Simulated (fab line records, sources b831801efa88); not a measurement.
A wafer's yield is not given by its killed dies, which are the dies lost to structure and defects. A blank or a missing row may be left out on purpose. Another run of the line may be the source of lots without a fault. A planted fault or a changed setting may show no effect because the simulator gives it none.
A single fault, viewed from 2 desks || flow sky130 || each desk holds nothing but its own numbers, with what lay behind them at the end

## TOOL OWNER'S DESK, wet-bench-03
The tool's own readings at SKY_SONOS_ONO_WET_ETCH_16 (etches SiO2 in dHF, target depth 14 nm, time 280 s): means of the sampled wafers that have a number, for each lot that ran on this tool. The brackets show how far a lot's mean lies from the usual mean; more than 4 standard deviations puts the lot out of limits, marked OUT.
Columns: A = temp-c at SKY_SONOS_ONO_WET_ETCH_16, usual 25.01 C
{"lot": "L702", "first seen here": "day 17 00:43", "A": "24.51 (-4.5) OUT"}
{"lot": "L713", "first seen here": "day 20 09:29", "A": 24.89}
This desk finds L702 out of limits, L702 being first, at day 17 00:43 (temp-c at SKY_SONOS_ONO_WET_ETCH_16). Within limits: L713.

## FROM THE METROLOGY DESK
What the gauges read for every lot (on any tool): the sampled wafers with a number, averaged. The brackets show how far a lot's mean lies from the usual mean; more than 4 standard deviations puts the lot out of limits, marked OUT.
Columns: A = SONOS_ONO_CVD_04_THK at SKY_SONOS_ONO_THK_MEAS_05, usual 5.71 nm; B = cd-nm at SKY_SONOS_ONO_CD_MEAS_13, usual 410.1 nm; C = SONOS_ONO_OVL at SKY_SONOS_ONO_OVL_MEAS_14, usual 0.4 nm
{"lot": "L693", "first seen here": "day 12 12:28", "A": 5.95, "B": 413.0, "C": -1.5}
{"lot": "L702", "first seen here": "day 15 20:13", "A": 5.58, "B": 408.7, "C": 0.2}
{"lot": "L709", "first seen here": "day 17 22:41", "A": 5.55, "B": 410.6, "C": -1.1}
{"lot": "L710", "first seen here": "day 18 14:40", "A": 5.59, "B": 406.8, "C": 0.3}
{"lot": "L713", "first seen here": "day 19 02:32", "A": 5.73, "B": 407.3, "C": 0.2}
Result from this desk: across the 5 lots, nothing is out of limits.

## ALL TOGETHER
The tool owner's desk could have raised an alarm at day 17 00:43, on L702.
Metrology desk: nothing out of limits seen.
The metrology desk has L702 on record, within its limits.
On wet-bench-03, each named lot ran SKY_SONOS_ONO_WET_ETCH_16.

## WHAT WAS PUT IN BY THE SIMULATOR
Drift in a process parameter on wet-bench-03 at SKY_SONOS_ONO_WET_ETCH_16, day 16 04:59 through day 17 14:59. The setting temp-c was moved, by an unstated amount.
Struck lots among those shown: L702.
Time in hours from fault onset to the first out-of-limits reading at each desk: the tool owner's desk, 20.
